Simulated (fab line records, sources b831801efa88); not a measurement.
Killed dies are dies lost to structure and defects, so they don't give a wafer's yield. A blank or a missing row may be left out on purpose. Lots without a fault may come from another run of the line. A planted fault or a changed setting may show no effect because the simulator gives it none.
fab line records | flow sky130
record lots=6 wafers=18 last_day=49
route steps=708 shown VIA3@589 METAL4@598 CAP2M@603 PAD_OPEN@708
lots that met no fault: from a run of the same line without faults
start_h: hours from the record's first day to the start of the lot's first wafer shown | wait_h: hours since the lot's step before | " the same as in the row above | L1.1+2: a row that stands for several wafers | - no value, or no start given | * or withheld: withheld | < > ~ a bound
route shown NAME@n: a module of which the file shows steps, and the number in the route of the first | usual: mean/standard deviation of fault-free wafers | same: alike in all rows | chamber/n: place in a boat | sites: the reading at each site | _std_site: their standard deviation | _edge_site: outer sites' mean less inner sites' | radius_mm: how far each site lies from the wafer's centre | mask NAME#n: copy n | behind: the tool/chamber that last shaped the wafer | hold: why the lot was held/for how many hours/how that ended | device: the transistor (n, p or np) that didn't switch | end of line: the same wafers' tests at the end of the route | a step without rows: its recipe alone | killed: dies lost to structure and defects at the first sort, not the wafer's yield | map: a wafer's dies, x killed, . not, _ none there
set.NAME: the setting as run; set.NAME@STEP: as run at that earlier step | model.NAME: the simulator's own value behind a step, which no gauge read
lots at some steps of the route; a table a step, a row a wafer
services: from which hour (start_h, from the record's first day; less than 0 if before it) a tool's chamber was out of use, for how many hours, and why
## steps
# step SKY_VIA3_STRIP_16
# recipe chemistry=O2/N2 power_w=1400 pressure_mtorr=1500 platen_temp_c=withheld o2_flow_sccm=3000 n2_flow_sccm=300 overash_fraction=0.5
# usual drypump_motor_current_A=5.7/0.44 oes_product_au=0.402/0.0044 strip_time_to_endpoint_s=4.132/0.028
# columns lot.wafer tool chamber start_h wait_h drypump_motor_current_A oes_product_au rf_hours_counter_h strip_time_to_endpoint_s
L954.3 plasma_asher-01 1 954.01 0.1 5.4 0.397 - 4.138
L954.4 " 0 " " 4.9 0.407 - 4.186
L954.6 " 1 " " 5.4 0.401 - 4.136
L953.3 plasma_asher-03 0 954.13 0.1 6.2 0.396 - 4.091
L953.4 " 1 " " 6.3 0.398 - 4.101
L953.5 " 1 " " 6.3 0.401 - 4.136
L957.1 plasma_asher-04 1 983.50 0.0 5.6 0.393 22 4.089
L957.2 " 0 " " 6.0 0.404 22 4.147
L957.6 " 1 " " 5.6 0.399 - 4.132
L958.1 plasma_asher-04 1 984.03 0.0 5.6 0.395 22 4.109
L958.2 " 0 " " 6.0 0.401 22 4.112
L958.5 " 0 " " 6.0 0.412 - 4.121
L969.2 plasma_asher-04 1 1058.92 0.0 5.5 0.394 30 4.091
L969.3 " 0 " " 6.0 0.407 - 4.175
L969.6 " 1 " " 5.5 0.407 - 4.180
L971.2 plasma_asher-04 0 1061.98 0.0 6.0 0.401 30 4.191
L971.5 " 1 " " 5.5 0.401 - 4.143
L971.6 " 0 " " 6.0 0.399 - 4.112
# step SKY_VIA3_STRIP_17
# recipe chemistry=post_etch_residue_remover time_s=1200 temp_c=72.5
# step SKY_VIA3_CLEAN_18
# recipe chemistry=IPA time_s=180 temp_c=25
# step SKY_VIA3_CLEAN_19
# recipe chemistry=O3/DIW dry=n2_spin
# step SKY_VIA3_SPUTTER_20
# recipe material=TiN target_thk_nm=20 chamber_pressure_pa=5 power_w=4000 time_s=80
# step SKY_VIA3_CVD_21
# recipe material=W target_thk_nm=390 time_s=117.31 temp_c=400 pressure_torr=40
# step SKY_VIA3_RS_MEAS_22
# recipe thk_meas_gauge=four-point-probe reads=W_of_VIA3_CVD_21+TiN_of_VIA3_SPUTTER_20
# usual VIA3_W_RS=0.296/0.0042
# columns lot.wafer tool chamber start_h wait_h VIA3_W_RS[ohm/sq]
L954.3 film_metro-01 - 954.80 0.1 0.296
L954.4 " - " " 0.291
L954.6 " - " " 0.293
L953.3 film_metro-03 - 954.92 0.1 0.299
L953.4 " - " " 0.300
L953.5 " - " " 0.294
L957.1 film_metro-03 - 984.32 0.1 0.295
L957.2 " - " " 0.298
L957.6 " - " " 0.293
L958.1 film_metro-03 - 984.84 0.1 0.295
L958.2 " - " " 0.301
L958.5 " - " " 0.292
L969.2 film_metro-02 - 1059.71 0.1 0.302
L969.3 " - " " 0.300
L969.6 " - " " 0.303
L971.2 film_metro-03 - 1062.78 0.1 0.300
L971.5 " - " " 0.300
L971.6 " - " " 0.299
# step SKY_VIA3_THK_MEAS_23
# recipe thk_meas_gauge=xrf reads=W_of_VIA3_CVD_21
# usual VIA3_W_THK=391/6.5
# columns lot.wafer tool chamber start_h wait_h VIA3_W_THK[nm]
L954.3 film_metro-01 - 954.90 0.1 390
L954.4 " - " " 392
L954.6 " - " " 391
L953.3 film_metro-03 - 955.02 0.1 392
L953.4 " - " " 390
L953.5 " - " " 396
L957.1 film_metro-03 - 984.44 0.1 396
L957.2 " - " " 391
L957.6 " - " " 398
L958.1 film_metro-03 - 984.96 0.1 398
L958.2 " - " " 387
L958.5 " - " " 402
L969.2 film_metro-02 - 1059.82 0.1 386
L969.3 " - " " 387
L969.6 " - " " 386
L971.2 film_metro-03 - 1062.89 0.1 390
L971.5 " - " " 392
L971.6 " - " " 390
# step SKY_VIA3_CMP_24
# recipe stop_on=SiO2 t_overpolish_s=20 down_force_psi=3.5 platen_rpm=60 target_thk_nm=0 pad_velocity_m_s=0.94248
# usual motor_current_A=11.2/0.9 overpolish_run_s=19.999/0.0098 time_to_endpoint_s=94/3.9
# same t_overpolish_s=20
# columns lot.wafer tool chamber start_h wait_h motor_current_A overpolish_run_s time_to_endpoint_s
L954.3 cmp-01 0 955.00 0.1 9.4 19.998 86
L954.4 " 2 " " 11.8 20.008 91
L954.6 " 3 " " 11.5 20.004 92
L953.3 cmp-01 1 955.25 0.2 10.0 20.009 91
L953.4 " 2 " " 11.3 19.996 95
L953.5 " 2 " " 11.0 20.012 95
L957.2 cmp-01 0 984.50 0.0 9.3 19.988 89
L957.1 " 3 " " 12.1 20.016 93
L957.6 " 1 " " 10.0 19.989 95
L958.1 cmp-02 1 985.02 0.1 11.8 19.989 94
L958.2 " 0 " " 11.8 19.992 89
L958.5 " 2 " " 11.3 19.995 98
L969.3 cmp-01 2 1060.03 0.2 11.3 20.015 91
L969.2 " 3 " " 11.6 20.002 94
L969.6 " 1 " " 10.3 19.999 91
L971.2 cmp-02 0 1063.09 0.2 11.6 19.987 93
L971.6 " 1 " " 11.6 19.996 94
L971.5 " 2 " " 11.4 20.002 96
# step SKY_METAL4_SPUTTER_00
# recipe material=Ti target_thk_nm=15 power_w=3000 time_s=10 chamber_pressure_pa=0.4
# step SKY_METAL4_SPUTTER_01
# recipe material=TiN target_thk_nm=20 power_w=6500 time_s=16.7 chamber_pressure_pa=0.4
# usual throttle_valve_pct=29.7/1.2
# columns lot.wafer tool chamber start_h wait_h throttle_valve_pct
L954.3 pvd_sputter-01 - 955.27 0.0 31.1
L954.4 " - " " 31.4
L954.6 " - " " 28.6
L953.3 pvd_sputter-03 - 955.57 0.0 27.6
L953.4 " - " " 30.0
L953.5 " - " " 28.0
L957.1 pvd_sputter-01 - 984.83 0.0 31.5
L957.2 " - " " 29.2
L957.6 " - " " 31.4
L958.1 pvd_sputter-04 - 985.34 0.0 30.8
L958.2 " - " " 28.7
L958.5 " - " " 28.8
L969.2 pvd_sputter-01 - 1060.30 0.0 31.6
L969.3 " - " " 28.9
L969.6 " - " " 28.5
L971.2 pvd_sputter-01 - 1063.26 0.0 31.5
L971.5 " - " " 28.7
L971.6 " - " " 29.2
# step SKY_METAL4_SPUTTER_02
# recipe material=AlCu target_thk_nm=735 power_w=10600 time_s=39.1 chamber_pressure_pa=0.4
# step SKY_METAL4_SPUTTER_03
# recipe material=Ti target_thk_nm=5 power_w=3000 time_s=3.3 chamber_pressure_pa=0.4
# usual throttle_valve_pct=29.8/1.2
# columns lot.wafer tool chamber start_h wait_h throttle_valve_pct
L954.3 pvd_sputter-01 - 955.34 0.0 31.5
L954.4 " - " " 31.3
L954.6 " - " " 28.5
L953.3 pvd_sputter-03 - 955.64 0.0 28.1
L953.4 " - " " 29.7
L953.5 " - " " 27.9
L957.1 pvd_sputter-01 - 984.89 0.0 31.4
L957.2 " - " " 29.2
L957.6 " - " " 31.3
L958.1 pvd_sputter-04 - 985.40 0.0 30.5
L958.2 " - " " 28.3
L958.5 " - " " 28.8
L969.2 pvd_sputter-01 - 1060.37 0.0 31.3
L969.3 " - " " 29.2
L969.6 " - " " 28.6
L971.2 pvd_sputter-01 - 1063.32 0.0 31.4
L971.5 " - " " 28.3
L971.6 " - " " 29.1
# step SKY_METAL4_SPUTTER_04
# recipe material=TiN target_thk_nm=70 power_w=6500 time_s=58.3 chamber_pressure_pa=0.4
# step SKY_CAP2M_CVD_00
# recipe material=SiO2 target_thk_nm=15.5 temp_c=400 time_s=withheld rf_w=450
# usual heater_power_w=674/86
# columns lot.wafer tool chamber start_h wait_h heater_power_w
L954.3 pecvd-03 2 955.40 0.0 658
L954.4 " 2 " " 646
L954.6 " 0 " " 637
L953.3 pecvd-01 0 955.70 0.0 768
L953.4 " 1 " " 502
L953.5 " 0 " " 765
L957.1 pecvd-01 1 984.96 0.0 504
L957.2 " 0 " " 699
L957.6 " 1 " " 519
L958.1 pecvd-03 0 985.47 0.0 627
L958.2 " 2 " " 625
L958.5 " 0 " " 634
L969.2 pecvd-03 1 1060.44 0.0 745
L969.3 " 0 " " 635
L969.6 " 0 " " 628
L971.2 pecvd-03 0 1063.39 0.0 636
L971.5 " 1 " " 694
L971.6 " 0 " " 643
# step SKY_CAP2M_THK_MEAS_01
# recipe reads=SiO2_of_CAP2M_CVD_00
# usual CAP2M_CVD_00_THK=15.48/0.29
# columns lot.wafer tool chamber start_h wait_h CAP2M_CVD_00_THK[nm]
L954.3 film_metro-03 - 955.45 - 15.93
L954.4 " - " " 16.01
L954.6 " - " " 16.00
L953.3 film_metro-03 - 955.75 - 15.54
L953.4 " - " " 15.49
L953.5 " - " " 15.98
L957.1 film_metro-04 - 984.99 - 15.48
L957.2 " - " " 15.50
L957.6 " - " " 15.86
L958.1 film_metro-04 - 985.49 - 15.04
L958.2 " - " " 15.07
L958.5 " - " " 15.22
L969.2 film_metro-02 - 1060.47 - 15.45
L969.3 " - " " 14.93
L969.6 " - " " 15.35
L971.2 film_metro-03 - 1063.42 - 14.89
L971.5 " - " " 15.51
L971.6 " - " " 15.14
# step SKY_CAP2M_SPUTTER_02
# recipe material=TiN target_thk_nm=200 temp_c=300 power_w=6500 time_s=166.7 chamber_pressure_pa=0.4
# usual substrate_temp_c=300.01/0.2 throttle_valve_pct=29.5/1.1
# columns lot.wafer tool chamber start_h wait_h substrate_temp_c throttle_valve_pct
L954.3 pvd_sputter-02 - 955.49 0.0 300.21 28.6
L954.4 " - " " 299.84 28.1
L954.6 " - " " 299.97 28.2
L953.3 pvd_sputter-01 - 955.79 0.0 299.95 31.2
L953.4 " - " " 299.98 31.3
L953.5 " - " " 300.01 31.1
L957.1 pvd_sputter-02 - 985.05 0.1 300.07 30.3
L957.2 " - " " 300.06 30.7
L957.6 " - " " 300.50 28.2
L958.1 pvd_sputter-01 - 985.55 0.1 300.13 31.6
L958.2 " - " " 300.03 29.0
L958.5 " - " " 300.12 28.7
L969.2 pvd_sputter-03 - 1060.52 0.0 299.76 28.1
L969.3 " - " " 300.09 30.1
L969.6 " - " " 300.07 28.6
L971.2 pvd_sputter-02 - 1063.47 0.0 300.20 30.5
L971.5 " - " " 300.22 30.9
L971.6 " - " " 300.02 28.0
# step SKY_CAP2M_RS_MEAS_03
# recipe thk_meas_gauge=four-point-probe reads=TiN_of_CAP2M_SPUTTER_02
# usual CAP2M_TIN_RS=6.89/0.072
# columns lot.wafer tool chamber start_h wait_h CAP2M_TIN_RS[ohm/sq]
L954.3 film_metro-02 - 955.63 0.1 6.86
L954.4 " - " " 6.87
L954.6 " - " " 6.87
L953.3 film_metro-03 - 955.93 0.1 6.72
L953.4 " - " " 6.75
L953.5 " - " " 6.78
L957.1 film_metro-04 - 985.16 0.1 6.88
L957.2 " - " " 6.88
L957.6 " - " " 6.80
L958.1 film_metro-02 - 985.66 0.1 6.84
L958.2 " - " " 6.92
L958.5 " - " " 6.82
L969.2 film_metro-03 - 1060.65 0.1 6.85
L969.3 " - " " 6.93
L969.6 " - " " 6.95
L971.2 film_metro-04 - 1063.60 0.1 6.95
L971.5 " - " " 6.95
L971.6 " - " " 6.85
# step SKY_CAP2M_THK_MEAS_04
# recipe thk_meas_gauge=xrf reads=TiN_of_CAP2M_SPUTTER_02
# usual CAP2M_TIN_THK=199.0/2.5
# columns lot.wafer tool chamber start_h wait_h CAP2M_TIN_THK[nm]
L954.3 film_metro-02 - 955.73 0.1 199.3
L954.4 " - " " 198.1
L954.6 " - " " 198.8
L953.3 film_metro-03 - 956.03 0.1 205.8
L953.4 " - " " 204.4
L953.5 " - " " 204.3
L957.1 film_metro-04 - 985.28 0.1 197.5
L957.2 " - " " 197.8
L957.6 " - " " 199.0
L958.1 film_metro-02 - 985.78 0.1 200.4
L958.2 " - " " 198.4
L958.5 " - " " 202.0
L969.2 film_metro-03 - 1060.76 0.1 202.4
L969.3 " - " " 199.6
L969.6 " - " " 199.4
L971.2 film_metro-04 - 1063.71 0.1 195.3
L971.5 " - " " 196.0
L971.6 " - " " 199.2
# step SKY_CAP2M_DEHYDRATE_05
# recipe temp_c=200 time_s=60
# step SKY_CAP2M_HMDS_06
# recipe prime_time_s=60 prime_temp_c=120
# step SKY_CAP2M_COAT_07
# recipe resist=NOVOLAK spin_rpm=3000 resist_thk_nm=1140
# step SKY_CAP2M_SOFTBAKE_08
# recipe temp_c=90 time_s=60 resist=NOVOLAK
# step SKY_CAP2M_EXPOSE_09
# recipe mask_id=CAP2M na=0.6 source_shape=conventional sigma_outer=0.6 polarization=unpolarized target_cd_nm=1000 dose_mj=159
# step SKY_CAP2M_PEB_10
# recipe temp_c=withheld time_s=* resist=NOVOLAK
# step SKY_CAP2M_DEVELOP_11
# recipe resist=NOVOLAK developer=TMAH develop_time_s=60 dev_temp_c=23
# step SKY_CAP2M_OVL_MEAS_12
# usual CAP2M_OVL=0.2/1.4
# columns lot.wafer tool chamber start_h wait_h CAP2M_OVL[nm]
L954.3 overlay-01 - 978.93 0.1 0.7
L954.4 " - " " 0.8
L954.6 " - " " -2.1
L953.3 overlay-01 - 979.32 0.1 -1.5
L953.4 " - " " -0.2
L953.5 " - " " 0.6
L957.1 overlay-02 - 1008.02 0.1 1.1
L957.2 " - " " 1.1
L957.6 " - " " 0.9
L958.1 overlay-02 - 1008.56 0.1 1.3
L958.2 " - " " 1.5
L958.5 " - " " 0.4
L969.2 overlay-02 - 1082.12 0.1 2.0
L969.3 " - " " 1.6
L969.6 " - " " 1.5
L971.2 overlay-01 - 1084.46 0.1 0.5
L971.5 " - " " -0.9
L971.6 " - " " 0.3
# step SKY_CAP2M_METAL_ETCH_13
# recipe target_depth_nm=220 stop_on=SiO2 chemistry=Cl2/BCl3 target=TiN pressure_mtorr=10 icp_w=900 bias_w=48.5 Cl2_flow_sccm=60 bcl3_flow_sccm=30 time_s=62.9
# step SKY_CAP2M_STRIP_14
# recipe chemistry=O2/N2 power_w=1400 pressure_mtorr=1500 platen_temp_c=withheld o2_flow_sccm=3000 n2_flow_sccm=300 overash_fraction=0.5
# step SKY_CAP2M_STRIP_15
# recipe chemistry=post_etch_residue_remover time_s=1200 temp_c=72.5
# step SKY_CAP2M_CLEAN_16
# recipe chemistry=IPA time_s=180 temp_c=25
# step SKY_CAP2M_CLEAN_17
# recipe chemistry=O3/DIW dry=n2_spin
# step SKY_METAL4_DEHYDRATE_05
# recipe temp_c=200 time_s=60
# step SKY_METAL4_HMDS_06
# recipe prime_time_s=60 prime_temp_c=120
# step SKY_METAL4_COAT_07
# recipe resist=BARC temp_c=withheld time_s=withheld spin_rpm=3000 resist_thk_nm=60
# step SKY_METAL4_COAT_08
# recipe resist=KrF-thick spin_rpm=3000 resist_thk_nm=1140
# step SKY_METAL4_SOFTBAKE_09
# recipe temp_c=100 time_s=90 resist=KrF-thick
# step SKY_METAL4_EXPOSE_10
# recipe mask_id=MM4 na=0.68 source_shape=annular sigma_inner=0.4 sigma_outer=0.8 target_cd_nm=300 dose_mj=28
# step SKY_METAL4_PEB_11
# recipe peb_temp_c=withheld peb_time_s=withheld resist=KrF-thick
# step SKY_METAL4_DEVELOP_12
# recipe develop_time_s=60 resist=KrF-thick dev_temp_c=21
# step SKY_METAL4_CD_MEAS_13
# recipe target_cd_nm=300
# usual cd_nm=299.7/1.7
# columns lot.wafer tool chamber start_h wait_h cd_nm
L954.3 cd_sem-02 - 1002.69 - 300.3
L954.4 " - " " 301.2
L954.6 " - " " 300.2
L953.3 cd_sem-02 - 1003.66 - 298.1
L953.4 " - " " 299.5
L953.5 " - " " 299.5
L957.1 cd_sem-01 - 1031.07 - 296.9
L957.2 " - " " 296.5
L957.6 " - " " 296.7
L958.1 cd_sem-02 - 1031.82 - 299.6
L958.2 " - " " 299.4
L958.5 " - " " 300.4
L969.2 cd_sem-01 - 1103.69 - 297.7
L969.3 " - " " 298.8
L969.6 " - " " 297.3
L971.2 cd_sem-01 - 1105.69 - 298.0
L971.5 " - " " 297.0
L971.6 " - " " 296.2
# step SKY_METAL4_OVL_MEAS_14
# usual METAL4_OVL=1/6.7
# columns lot.wafer tool chamber start_h wait_h METAL4_OVL[nm]
L954.3 overlay-01 - 1002.78 0.1 -1
L954.4 " - " " -8
L954.6 " - " " 1
L953.3 overlay-01 - 1003.75 0.1 -1
L953.4 " - " " -6
L953.5 " - " " -4
L957.1 overlay-01 - 1031.19 0.1 0
L957.2 " - " " 5
L957.6 " - " " -3
L958.1 overlay-01 - 1031.94 0.1 5
L958.2 " - " " -5
L958.5 " - " " 5
L969.2 overlay-02 - 1103.79 0.1 8
L969.3 " - " " 5
L969.6 " - " " 3
L971.2 overlay-01 - 1105.79 0.1 -3
L971.5 " - " " 6
L971.6 " - " " -2
# step SKY_PAD_OPEN_PROBE_99
# usual defect_limited_yield=82.4/1.9 killed_at_M0_to_M3=44/6.5 killed_at_M4_up=3.0/1.5 killed_at_contacts=25/5.1 killed_at_front_end=14/4.1 killed_at_other=0.3/0.57 killed_dies=87/9.5 killed_open=48/6.8 killed_short=39/6.2 sort_bin_3_pad_short=0.8/0.42 sort_bin_5_function=10.4/1.4 sort_bin_6_memory=6.3/1.2 sort_n_pass=405/9.5 sort_yield_pct=82.4/1.9
# same gross_dies=492 killed_at_back_side=0 sort_bin_4_leakage[%]=0 sort_bin_8_speed[%]=0
# columns lot.wafer tool chamber start_h wait_h defect_limited_yield[%] killed_at_M0_to_M3 killed_at_M4_up killed_at_contacts killed_at_front_end killed_at_other killed_dies killed_open killed_short sort_bin_3_pad_short[%] sort_bin_5_function[%] sort_bin_6_memory[%] sort_n_pass sort_yield_pct[%] model.etest.tester.sort_n_pass model.etest.tester.sort_yield_pct model.etest.tester.sort_bin_5_pct model.etest.tester.sort_bin_3_pct
L954.3 prober-02 - 1094.43 0.2 80.7 54 1 28 12 0 95 51 44 0.6 12.6 6.1 397 80.7 397 80.69 12.6 0.6098
L954.4 prober-02 - 1094.48 0.2 83.3 41 5 22 14 0 82 41 41 1.4 9.6 5.7 410 83.3 410 83.33 9.553 1.423
L954.6 prober-02 - 1094.58 0.2 84.1 39 5 21 13 0 78 43 35 1.0 9.8 5.1 414 84.1 414 84.15 9.756 1.016
L953.3 prober-01 - 1097.25 0.2 85.0 38 3 20 13 0 74 47 26 0.2 8.5 6.3 418 85.0 418 84.96 8.537 0.2033
L953.4 prober-01 - 1097.30 0.2 81.9 46 4 23 15 1 89 49 39 1.0 11.2 5.9 403 81.9 403 81.91 11.18 1.016
L953.5 prober-01 - 1097.35 0.2 81.5 51 2 26 12 0 91 50 41 0.6 11.6 6.3 401 81.5 401 81.5 11.59 0.6098
L957.1 prober-01 - 1122.37 0.1 83.7 38 4 22 15 1 80 39 39 1.6 8.1 6.5 412 83.7 412 83.74 8.13 1.626
L957.2 prober-01 - 1122.42 0.1 82.5 33 4 31 18 0 86 50 35 0.8 10.0 6.7 406 82.5 406 82.52 9.959 0.813
L957.6 prober-01 - 1122.62 0.2 78.0 49 6 34 18 1 108 57 50 1.2 13.0 7.7 384 78.0 384 78.05 13.01 1.22
L958.1 prober-01 - 1123.87 0.1 82.7 49 5 13 17 1 85 50 35 0.6 11.6 5.1 407 82.7 407 82.72 11.59 0.6098
L958.2 prober-01 - 1123.92 0.1 83.1 51 2 15 14 1 83 42 41 1.4 9.8 5.7 409 83.1 409 83.13 9.756 1.423
L958.5 prober-01 - 1124.07 0.2 83.7 38 2 22 16 2 80 44 34 0.6 8.9 6.7 412 83.7 412 83.74 8.943 0.6098
L969.2 prober-01 - 1186.16 0.1 85.4 28 3 28 13 0 72 44 28 0.8 8.3 5.5 420 85.4 420 85.37 8.333 0.813
L969.3 prober-01 - 1186.21 0.2 85.0 40 2 19 13 0 74 42 32 0.6 10.0 4.5 418 85.0 418 84.96 9.959 0.6098
L969.6 prober-01 - 1186.36 0.2 75.2 44 47 22 9 0 122 36 42 2.4 15.9 6.5 370 75.2 370 75.2 15.85 2.439
L971.2 prober-02 - 1186.56 0.1 81.3 47 3 25 17 0 92 39 53 1.6 11.4 5.7 400 81.3 400 81.3 11.38 1.626
L971.5 prober-02 - 1186.71 0.2 73.8 33 48 31 17 0 129 45 39 2.6 17.3 6.3 363 73.8 363 73.78 17.28 2.642
L971.6 prober-02 - 1186.76 0.2 82.3 41 2 27 17 0 87 47 40 1.0 10.4 6.3 405 82.3 405 82.32 10.37 1.016
# killed by level:class
L954.3 VIA1:geometric_particle:open=11 CONTACT:geometric_particle:open=9 VIA3:geometric_particle:open=8 METAL2:geometric_particle:short=8 METAL1:geometric_particle:short=7 CONTACT:geometric_particle:short=6 POLY_GATE:geometric_particle:open=5 LI_CONTACT:geometric_particle:open=5
L954.4 METAL2:geometric_particle:short=10 VIA3:geometric_particle:open=7 VIA1:geometric_particle:open=7 CONTACT:geometric_particle:open=6 LI_CONTACT:geometric_particle:open=6 METAL1:geometric_particle:short=5 POLY_GATE:geometric_particle:short=4 POLY_GATE:geometric_particle:open=4
L954.6 METAL2:geometric_particle:short=8 LI_CONTACT:geometric_particle:open=8 VIA2:geometric_particle:open=7 VIA3:geometric_particle:open=7 CONTACT:geometric_particle:open=5 VIA1:geometric_particle:open=5 METAL2:geometric_particle:open=5 CONTACT:geometric_particle:short=4
L953.3 VIA1:geometric_particle:open=8 VIA2:geometric_particle:open=8 FIELD_ISO:geometric_particle:open=6 LI_CONTACT:geometric_particle:open=6 CONTACT:geometric_particle:open=6 VIA3:geometric_particle:open=6 METAL1:geometric_particle:short=4 VIA1:geometric_particle:short=4
L953.4 VIA1:geometric_particle:open=11 LI_CONTACT:geometric_particle:open=10 CONTACT:geometric_particle:open=7 VIA2:geometric_particle:open=7 POLY_GATE:geometric_particle:short=6 VIA3:geometric_particle:open=6 METAL3:geometric_particle:short=5 VIA3:geometric_particle:short=5
L953.5 VIA3:geometric_particle:open=12 VIA1:geometric_particle:open=11 CONTACT:geometric_particle:open=10 METAL1:geometric_particle:short=8 METAL2:geometric_particle:short=7 CONTACT:geometric_particle:short=6 VIA2:geometric_particle:open=6 FIELD_ISO:geometric_particle:short=4
L957.1 VIA1:geometric_particle:open=10 CONTACT:geometric_particle:open=8 CONTACT:geometric_particle:short=7 VIA1:geometric_particle:short=7 METAL1:geometric_particle:short=5 FIELD_ISO:geometric_particle:open=4 METAL3:geometric_particle:short=4 VIA2:geometric_particle:open=4
L957.2 CONTACT:geometric_particle:open=10 LI_CONTACT:geometric_particle:open=9 VIA3:geometric_particle:open=8 FIELD_ISO:geometric_particle:open=7 VIA1:geometric_particle:open=7 LOCAL_INTERCONNECT:geometric_particle:short=6 FIELD_ISO:geometric_particle:short=5 METAL1:geometric_particle:open=5
L957.6 CONTACT:geometric_particle:open=14 VIA1:geometric_particle:open=12 VIA2:geometric_particle:open=10 CONTACT:geometric_particle:short=8 METAL1:geometric_particle:short=7 LI_CONTACT:geometric_particle:open=7 FIELD_ISO:geometric_particle:short=6 METAL4:geometric_particle:short=6
L958.1 VIA1:geometric_particle:open=14 VIA2:geometric_particle:open=8 VIA3:geometric_particle:open=7 METAL1:geometric_particle:short=6 FIELD_ISO:geometric_particle:open=4 LI_CONTACT:geometric_particle:open=4 LOCAL_INTERCONNECT:geometric_particle:short=4 METAL2:geometric_particle:short=4
L958.2 METAL2:geometric_particle:short=8 CONTACT:geometric_particle:open=7 METAL1:geometric_particle:short=7 VIA1:geometric_particle:open=7 VIA2:geometric_particle:open=7 VIA3:geometric_particle:open=7 CONTACT:geometric_particle:short=6 FIELD_ISO:geometric_particle:open=5
L958.5 CONTACT:geometric_particle:open=13 METAL1:geometric_particle:short=7 FIELD_ISO:geometric_particle:open=5 VIA2:geometric_particle:open=5 POLY_GATE:geometric_particle:open=5 VIA2:geometric_particle:short=5 VIA1:geometric_particle:short=5 VIA3:geometric_particle:open=5
L969.2 LI_CONTACT:geometric_particle:open=12 CONTACT:geometric_particle:open=9 VIA2:geometric_particle:open=7 METAL1:geometric_particle:short=5 FIELD_ISO:geometric_particle:short=4 FIELD_ISO:geometric_particle:open=4 VIA1:geometric_particle:open=4 LI_CONTACT:geometric_particle:short=3
L969.3 LI_CONTACT:geometric_particle:open=10 METAL1:geometric_particle:short=8 METAL2:geometric_particle:short=7 VIA2:geometric_particle:open=7 VIA1:geometric_particle:open=6 CONTACT:geometric_particle:open=6 VIA1:geometric_particle:short=6 POLY_GATE:geometric_particle:open=4
L969.6 METAL4:unspecified=44 VIA1:geometric_particle:short=8 VIA1:geometric_particle:open=8 METAL1:geometric_particle:short=7 CONTACT:geometric_particle:open=7 VIA2:geometric_particle:open=7 LI_CONTACT:geometric_particle:open=5 CONTACT:geometric_particle:short=4
L971.2 METAL1:geometric_particle:short=11 FIELD_ISO:geometric_particle:short=9 CONTACT:geometric_particle:open=7 VIA3:geometric_particle:open=7 VIA2:geometric_particle:open=6 CONTACT:geometric_particle:short=6 VIA1:geometric_particle:open=6 LI_CONTACT:geometric_particle:open=4
L971.5 METAL4:unspecified=45 CONTACT:geometric_particle:open=10 METAL1:geometric_particle:short=9 VIA1:geometric_particle:open=8 LI_CONTACT:geometric_particle:open=6 CONTACT:geometric_particle:short=6 VIA2:geometric_particle:open=6 FIELD_ISO:geometric_particle:short=5
L971.6 VIA1:geometric_particle:open=15 LI_CONTACT:geometric_particle:open=9 METAL1:geometric_particle:short=7 FIELD_ISO:geometric_particle:open=6 POLY_GATE:geometric_particle:short=4 LI_CONTACT:geometric_particle:short=4 LOCAL_INTERCONNECT:geometric_particle:open=4 CONTACT:geometric_particle:short=4
# map L969.6 (x killed, . not)
__________...x.x.xx._________
________.............._______
______...x...x..x......._____
_____....x.xx..........x.____
____.....................x___
___...............x.x.xx...__
__......x...x...x..........._
_.x.xxxx...x.....x...........
_..x.x..xxxxxx.x........x..x.
_x..xx.xxxxxxx.x.x.....xxx...
_...x..xxxxxxx.x......x...x..
_...x..x.xxxxx...............
_....x..xxxxxxxxx...........x
_.xx..x.x.xxx..........x..x..
_.........x........x..x......
__.............xxxxx........_
___.........x...x....x.x...__
____.x.x..xx.......x.....x___
_____........x..x.x..x...____
______..x......x........_____
________x......x.x..xx_______
__________xx......x._________
# map L971.5 (x killed, . not)
__________..xx......_________
________....x.......x._______
______.x.............x.._____
_____..................x.____
____.x.xxx....x...x......x___
___............x...x..x..x.__
__......x..........x.x...xx._
_x.x..xx..........x...x..x...
_.x.....xxxxxx.....xx..x.....
_.......xxxxxx.x.x...........
_..x.xx.xxxxxxxx..xx...xx....
_......xxxxxxxxx.......x..x..
_...x.xxxxxxxxx.........x....
_.x.xxxxxxx.xx......x...x...x
_xx.....x.xx...xx........x..x
__x...x...............x....._
___x..x..........x..xxx....__
____x..x..................___
_____.........x........xx____
______..............x.x._____
________...x..xx.x...._______
__________...x..x..._________
## services
# columns tool chamber start_h hours kind
pecvd-03 1 933.39 2.1 scheduled_down
cmp-02 - 934.04 22.8 pm
plasma_asher-04 - 940.69 14.6 pm
pvd_sputter-01 1 941.59 - consumable_replace:kit
pvd_sputter-01 1 941.59 18.0 scheduled_down
pvd_sputter-01 1 941.59 18.0 vent_cycle
plasma_asher-01 - 958.07 1.1 repair
cmp-01 - 959.63 1.4 repair
cmp-01 - 963.62 5.5 pm
pecvd-01 0 988.60 7.7 repair
pecvd-03 2 990.54 18.5 repair
pecvd-03 0 993.78 15.8 repair
pecvd-03 2 1010.45 5.5 scheduled_down
pvd_sputter-04 - 1023.68 0.9 repair
pvd_sputter-02 0 1027.83 - consumable_replace:kit
pvd_sputter-02 0 1027.83 18.0 scheduled_down
pvd_sputter-02 0 1027.83 18.0 vent_cycle
cmp-02 - 1028.33 2.2 repair
pvd_sputter-03 1 1029.37 - consumable_replace:kit
pvd_sputter-03 1 1029.37 18.0 scheduled_down
cmp-01 - 1049.66 1.7 repair
pecvd-03 0 1050.30 2.1 scheduled_down
plasma_asher-03 - 1055.25 9.0 pm
cmp-02 - 1058.57 3.3 repair
## key
first_sign step=SKY_PAD_OPEN_PROBE_99 reading=killed_at_M4_up direction=up sigmas=29 usual=3.0 struck=47.5
effect step=SKY_PAD_OPEN_PROBE_99 reading=sort_bin_5_function direction=up sigmas=4.2 usual=10.4 struck=16.6
model_effect step=SKY_PAD_OPEN_PROBE_99 value=etest.tester.sort_n_pass without=404.5 struck=366.5
met_at SKY_METAL4_SPUTTER_03
struck_wafers L969.6,L971.5
onset_between 955.34 1060.37
fault kind=chamber_particle_source tool=pvd_sputter-01 chamber=- onset_h=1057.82 steps=SKY_METAL4_SPUTTER_03 rate_per_visit_cm2=0.47003 end_h=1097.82 scope=struck_wafers_only
